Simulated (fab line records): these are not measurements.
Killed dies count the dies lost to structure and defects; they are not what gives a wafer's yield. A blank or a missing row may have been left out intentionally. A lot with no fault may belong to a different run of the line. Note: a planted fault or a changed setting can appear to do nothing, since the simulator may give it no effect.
Comparing a struck lot with a sound one ; flow gf180mcu ; 16 steps out of a route of 602
Sound: the wafers L518.2, L518.3, L518.6. Wafers L506.3, L506.5, L506.6 were the ones struck. The cause is named last.
For every step that has rows: the tool of each side, followed by ch and its chambers, followed by its first start. Under that, the readings that differ: sound wafers ; struck wafers ; difference of the means ; sigmas: that difference in standard deviations of wafers without a fault.
alike: readings with means less than 2 such deviations apart, plus words and numbers identical on both sides. not compared: withheld readings, readings lacking a value on some wafer, bounds such as >300 that could conceal the same value, and numbers that have no deviation in the record and whose values overlap.
Wherever a step has rows on one side only, a row that says differs or no value, or a row with sigmas, the two part there. Numbers that have no deviation but don't overlap get no sigmas and don't part them. A reading that every wafer of one side lacks parts them only if that side has two wafers or more.

GF_V4_CMP_04: polishes SiO2.
  sound on cmp-01 ch 1,2,3, day 28 18:08; struck on cmp-01 ch 0,2,3, day 24 10:12
  alike: edgeZonePressureFrac, motorCurrentA, timeToEndpointS
GF_V4_BOW_MEAS_05:
  sound: filmMetro-03 at day 28 18:27; struck: filmMetro-02 at day 24 10:23
  alike: V4_BOW
then, 8 steps without rows for these wafers: GF_V4_DEHYDRATE_06 (time 60 s); GF_V4_HMDS_07 (prime time 60 s); GF_V4_COAT_08; GF_V4_COAT_09 (resist thk 1000 nm); GF_V4_SOFTBAKE_10 (time 60 s); GF_V4_EXPOSE_11 (exposes mask Via4, target cd 260 nm); GF_V4_PEB_12 (peb time 90 s); GF_V4_DEVELOP_13 (develop time 60 s).
GF_V4_CD_MEAS_14: the cd target is 260 nm.
  sound: cdSem-01 at day 29 13:28; struck: cdSem-02 at day 25 08:26
reading;sound;struck;difference;sigmas
cdNm (nm);258.4 258.1 258.8;261.2 262.9 262.4;+3.7;+2
GF_V4_OVL_MEAS_15:
  sound: overlay-01 at day 29 13:35; struck: overlay-01 at day 25 08:32
  alike: V4_OVL
GF_V4_ETCH_16: etches BARC in N2/H2.
  sound on rieDiel-04 ch 0,1, day 29 13:37; struck on rieDiel-02 ch 0,2,3, day 25 08:34
  no value came back on the struck wafers for any of 5 readings (biasW (W), chamberPressureMTorr (mTorr) and others); on the sound wafers biasW (W) reads 100.1 100.4 100.1
GF_V4_ETCH_17: etches SiO2 in C4F8/O2/Ar, stops on TiN, target depth 630 nm.
  sound on rieDiel-04 ch 0,1; struck on rieDiel-02 ch 0,2,3
reading;sound;struck;difference;sigmas
oesProductAu (a.u.);0.867 0.867 0.870;0.377 0.364 0.384;-0.493;-95
  alike: biasW, chamberPressureMTorr
GF_V4_STRIP_18: strips in O2/N2.
  sound on plasmaAsher-02 ch 0,1, day 29 13:44; struck on plasmaAsher-01 ch 0,1, day 25 08:43
reading;sound;struck;difference;sigmas
oesProductAu (a.u.);0.598 0.594 0.590;0.616 0.601 0.608;+0.014;+3
  alike: drypumpMotorCurrentA, heaterPowerW, platenTempC
  not compared: rfHoursCounterH
then, 1 step without rows for these wafers: GF_V4_STRIP_19 (strips in post etch residue remover, time 1200 s).

WHERE THEY PART
At GF_V4_CD_MEAS_14 first; at GF_V4_STRIP_18 last (within this record only).

WHY: whatever the simulator had introduced
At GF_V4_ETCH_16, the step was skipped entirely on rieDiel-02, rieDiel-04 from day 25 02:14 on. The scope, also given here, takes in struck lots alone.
